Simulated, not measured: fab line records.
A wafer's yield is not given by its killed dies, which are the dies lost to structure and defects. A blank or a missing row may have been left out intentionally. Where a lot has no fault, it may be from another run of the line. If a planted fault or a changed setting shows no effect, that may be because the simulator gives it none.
Matching of chambers ; flow gf180mcu ; GF_V4_ETCH_16 on rie-diel-01 has 4 sister chambers
The step etches BARC in N2/H2. 16 wafers are shown with their chamber, then 8 later ones without.

== WAFERS PAIRED WITH THEIR CHAMBERS ==
wafer;chamber;drypump-motor-current-A (A);oes-product-au (a.u.);throttle-valve-pct (%)
L074.1;3;6.7;0.852;13.215
L074.2;0;5.4;0.851;13.221
L074.3;1;6.1;0.860;13.232
L074.4;2;5.4;0.855;13.241
L074.5;2;5.4;0.848;13.222
L074.6;1;6.1;0.857;13.218
L075.2;2;5.3;0.849;13.230
L075.3;0;5.4;0.849;13.230
L075.4;3;6.6;0.854;13.222
L077.1;2;5.4;0.845;13.231
L077.3;0;5.5;0.849;13.206
L077.5;1;6.2;0.860;13.222
L079.2;0;5.4;0.857;13.219
L079.4;3;6.6;0.855;13.233
L079.5;3;6.7;0.846;13.234
L080.3;0;5.4;0.862;13.214

SIGNATURES (means of the wafers above)
reading;chamber 0;chamber 1;chamber 2;chamber 3;scatter within a chamber
drypump-motor-current-A;5.420;6.133;5.375;6.650;0.0518
oes-product-au;0.85360;0.85900;0.84925;0.85175;0.00446
throttle-valve-pct;13.21800;13.22400;13.23100;13.22600;0.00842
Rule: a wafer's distance from a chamber is the root of the sum, over the readings, of the square of ((its reading less the chamber's mean) divided by the reading's scatter). The wafer belongs to the nearest chamber; if the next one is less than 2 further off, it can't be placed. How the scatter is found: for the shown wafers, subtract from each reading the mean of its chamber, square and add these, divide the total by (wafers less chambers), then take the root.

== WAFERS WITH NO CHAMBER GIVEN ==
wafer;drypump-motor-current-A (A);oes-product-au (a.u.);throttle-valve-pct (%)
L080.4;5.4;0.856;13.231
L080.5;6.7;0.854;13.214
L085.1;6.7;0.853;13.215
L085.4;6.2;0.851;13.238
L085.5;5.4;0.848;13.225
L092.1;5.4;0.857;13.231
L092.4;6.1;0.859;13.225
L092.6;6.7;0.854;13.226

== WHICH CHAMBER EACH ONE RAN IN ==
wafer;from the rows above;in truth
L080.4;can't be placed: 2 or 0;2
L080.5;3;3
L085.1;3;3
L085.4;1;1
L085.5;can't be placed: 2 or 0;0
L092.1;can't be placed: 0 or 2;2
L092.4;1;1
L092.6;3;3
5 of 8 placed correctly. Not placeable from these rows: 3 (in 3, the candidates include the true chamber). Placed wrongly: 0.
